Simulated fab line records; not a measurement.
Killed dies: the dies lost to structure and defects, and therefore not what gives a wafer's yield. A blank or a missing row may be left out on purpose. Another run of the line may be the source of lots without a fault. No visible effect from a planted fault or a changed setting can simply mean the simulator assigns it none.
Chamber matching :: flow gf180mcu :: GF_V5_CVD_02 on pecvd-03 has 3 sister chambers
The step deposits SiO2 from TEOS, target thk 1450 nm, time 163.28 s. 6 wafers are shown with their chamber, then 9 later ones without.

EACH WAFER AND ITS CHAMBER
wafer: L081.4
chamber: 2
heater_power_w (W): 523

wafer: L083.2
chamber: 1
heater_power_w (W): 727

wafer: L083.5
chamber: 0
heater_power_w (W): 663

wafer: L085.1
chamber: 0
heater_power_w (W): 600

wafer: L085.3
chamber: 2
heater_power_w (W): 656

wafer: L085.4
chamber: 1
heater_power_w (W): 663

WAFERS WITH NO CHAMBER GIVEN
wafer: L086.1
heater_power_w (W): 617

wafer: L086.2
heater_power_w (W): 792

wafer: L086.3
heater_power_w (W): 645

wafer: L086.4
heater_power_w (W): 670

wafer: L086.5
heater_power_w (W): 635

wafer: L086.6
heater_power_w (W): 503

wafer: L095.1
heater_power_w (W): 635

wafer: L095.3
heater_power_w (W): 651

wafer: L095.6
heater_power_w (W): 530

THE CHAMBER EACH PASSED THROUGH
wafer: L086.1
from the rows above: can't be placed: 0 or 2 or 1
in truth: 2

wafer: L086.2
from the rows above: can't be placed: 1 or 0 or 2
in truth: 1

wafer: L086.3
from the rows above: can't be placed: 0 or 1 or 2
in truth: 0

wafer: L086.4
from the rows above: can't be placed: 1 or 0 or 2
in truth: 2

wafer: L086.5
from the rows above: can't be placed: 0 or 2 or 1
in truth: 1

wafer: L086.6
from the rows above: can't be placed: 2 or 0 or 1
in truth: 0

wafer: L095.1
from the rows above: can't be placed: 0 or 2 or 1
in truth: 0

wafer: L095.3
from the rows above: can't be placed: 0 or 1 or 2
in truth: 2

wafer: L095.6
from the rows above: can't be placed: 2 or 0 or 1
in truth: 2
0 of 9 placed correctly. These rows do not allow placing 9 (true chamber among the candidates in 9). 0 placed wrongly.
How it was worked out, from the rows above alone: a wafer's distance from a chamber is the root of the sum, over the readings, of the square of ((its reading less the chamber's mean) divided by the reading's scatter). If the next closest chamber is less than 2 further off than the closest, the wafer can't be placed; otherwise it belongs to the closest. The mean given for a chamber averages the wafers shown for that chamber. The scatter is the square root of a quotient: the sum, over the shown wafers, of each reading's squared deviation from its chamber's mean, divided by wafers minus chambers.
